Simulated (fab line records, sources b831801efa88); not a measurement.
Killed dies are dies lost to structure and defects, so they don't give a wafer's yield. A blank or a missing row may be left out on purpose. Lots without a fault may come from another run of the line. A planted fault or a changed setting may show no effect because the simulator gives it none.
Chamber matching | flow sky130 | SKY_CONTACT_CVD_00 on pecvd-03: 3 sister chambers
The step deposits Si3N4, target thk 75 nm. 6 wafers are shown with their chamber, then 10 later ones without.

WAFERS WITH THEIR CHAMBER
wafer  | chamber | heater_power_w (W)
L081.6 | 1       | 729
L085.4 | 1       | 914
L088.5 | 0       | 766
L088.6 | 2       | 878
L089.1 | 0       | 707
L089.3 | 2       | 921

WAFERS WITHOUT THEIR CHAMBER
wafer  | heater_power_w (W)
L089.6 | 702
L092.4 | 736
L092.5 | 970
L092.6 | 796
L094.3 | 842
L094.4 | 720
L094.5 | 716
L097.1 | 800
L097.3 | 795
L097.4 | 793

WHICH CHAMBER EACH WENT THROUGH
wafer  | from the rows above          | in truth
L089.6 | can't be placed: 0 or 1      | 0
L092.4 | can't be placed: 0 or 1      | 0
L092.5 | can't be placed: 2 or 1      | 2
L092.6 | can't be placed: 1 or 0 or 2 | 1
L094.3 | can't be placed: 1 or 2 or 0 | 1
L094.4 | can't be placed: 0 or 1      | 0
L094.5 | can't be placed: 0 or 1      | 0
L097.1 | can't be placed: 1 or 0 or 2 | 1
L097.3 | can't be placed: 1 or 0 or 2 | 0
L097.4 | can't be placed: 1 or 0 or 2 | 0
Placed correctly: 0 of 10. Can't be placed from these rows: 10 (the true chamber is among the candidates in 10). Placed wrongly: 0.
How it was worked out, from the rows above alone: a wafer's distance from a chamber is the root of the sum, over the readings, of the square of ((its reading less the chamber's mean) divided by the reading's scatter). The wafer belongs to the nearest chamber; if the next one is less than 2 further off, it can't be placed. A chamber's mean is the mean of its shown wafers. The scatter: the root of (the sum of the squares of (reading less its chamber's mean) over the shown wafers, divided by (wafers less chambers)).
